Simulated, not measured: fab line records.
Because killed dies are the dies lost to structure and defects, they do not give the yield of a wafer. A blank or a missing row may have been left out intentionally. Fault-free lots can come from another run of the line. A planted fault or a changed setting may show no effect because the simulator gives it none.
A struck lot beside a sound one / flow sfq line / 14 out of 325 route steps
Sound: wafers L757.2, L757.4, L757.5. Wafers L766.4, L766.5, L766.6 were the ones struck. The cause is given at the end.
Order at every step that has rows: each side's tool, ch and its chambers, its first start. Under that, the readings that differ: sound wafers / struck wafers / difference of the means / sigmas: that difference in standard deviations of wafers without a fault.
alike: readings whose means differ by less than 2 such deviations, and words and numbers that are the same on both sides. not compared: withheld readings, readings that some wafer has no value for, bounds like >300 that may hide the same value, and numbers for which the record gives no deviation and whose values overlap.
A row with sigmas, a row that says differs or no value, or rows on one side alone: a step with any of these is where the two part. Numbers that have no deviation but don't overlap get no sigmas and don't part them. Lack of a reading on every wafer of one side parts them only where that side has two or more wafers.

SFQ_TRILAYER_I2_DEP_PECVD_063: deposits SiO2 from SiH4/N2O, time 111.11 s, target thk 500 nm.
  sound on pecvd-02 ch 0,2, day 23 18:22; struck on pecvd-04 ch 0,1,2, day 26 12:57
  alike: heater power w, throttle valve pct
SFQ_TRILAYER_I2_CMP_CMP_064: polishes SiO2.
  sound on cmp-02 ch 0,1,2, day 23 21:11; struck on cmp-01 ch 1,2, day 26 20:29
reading=time to endpoint s (s); sound=207 191 209; struck=232 224 218; difference=+22; sigmas=+3
  alike: motor current A, slurry flow ml min
SFQ_I2_BOW_MEAS_917:
  sound on film metro-04 at day 23 23:12; struck on film metro-04 at day 26 23:02
  alike: I2_BOW
SFQ_TRILAYER_I2_METRO_MEASURE_065:
  sound on film metro-04 at day 23 23:30; struck on film metro-04 at day 26 23:42
  alike: thk nm
then, 6 steps without rows for these wafers: SFQ_TRILAYER_I2_VIA_LITHO_COAT_072 (resist thk 62 nm); SFQ_TRILAYER_I2_VIA_LITHO_COAT_067 (resist thk 650 nm); SFQ_TRILAYER_I2_VIA_LITHO_SOFTBAKE_071; SFQ_TRILAYER_I2_VIA_LITHO_EXPOSE_068 (exposes mask I2, target cd 500 nm); SFQ_TRILAYER_I2_VIA_LITHO_PEB_070 (peb time 60 s); SFQ_TRILAYER_I2_VIA_LITHO_DEVELOP_069 (time 60 s).
-- the record jumps here: 3 days lie between the struck wafers' starts before and after --
SFQ_I2_OVL_MEAS_918:
  sound on overlay-02 at day 26 19:13; struck on overlay-02 at day 30 06:27
  alike: I2_OVL
SFQ_TRILAYER_I2_VIA_BARC_OPEN_VIA_ETCH_096: etches BARC in O2, target depth 125 nm, time 41.7 s.
  sound on rie diel-04 ch 1,2,3, day 26 19:15; struck on rie diel-01 ch 0,2,3, day 30 06:28
  alike: bias w, drypump motor current A, oes product au
  not compared: rf hours counter h
SFQ_TRILAYER_I2_VIA_ETCH_VIA_ETCH_070: etches SiO2 in CHF3, stops on Nb, target depth 260 nm.
  sound on rie diel-04 ch 1,2,3, day 26 19:17; struck on rie diel-01 ch 0,2,3, day 30 06:31
reading=bias w (W); sound=80.13 80.57 80.06; struck=76.46 76.75 76.91; difference=-3.55; sigmas=-14
  alike: drypump motor current A, oes product au
SFQ_TRILAYER_I2_VIA_STRIP_STRIP_071: strips in O2.
  sound on rie metal-01 ch 1, day 26 19:24; struck on rie metal-02 ch 0,1, day 30 06:49
  alike: drypump motor current A, oes product au
  not compared: rf hours counter h

WHERE THEY PART
Earliest at SFQ_TRILAYER_I2_CMP_CMP_064; latest, in this record, at SFQ_TRILAYER_I2_VIA_ETCH_VIA_ETCH_070. Later steps at which nothing parts them and some readings are alike: SFQ_TRILAYER_I2_VIA_STRIP_STRIP_071.

WHY: what had been put in by the simulator
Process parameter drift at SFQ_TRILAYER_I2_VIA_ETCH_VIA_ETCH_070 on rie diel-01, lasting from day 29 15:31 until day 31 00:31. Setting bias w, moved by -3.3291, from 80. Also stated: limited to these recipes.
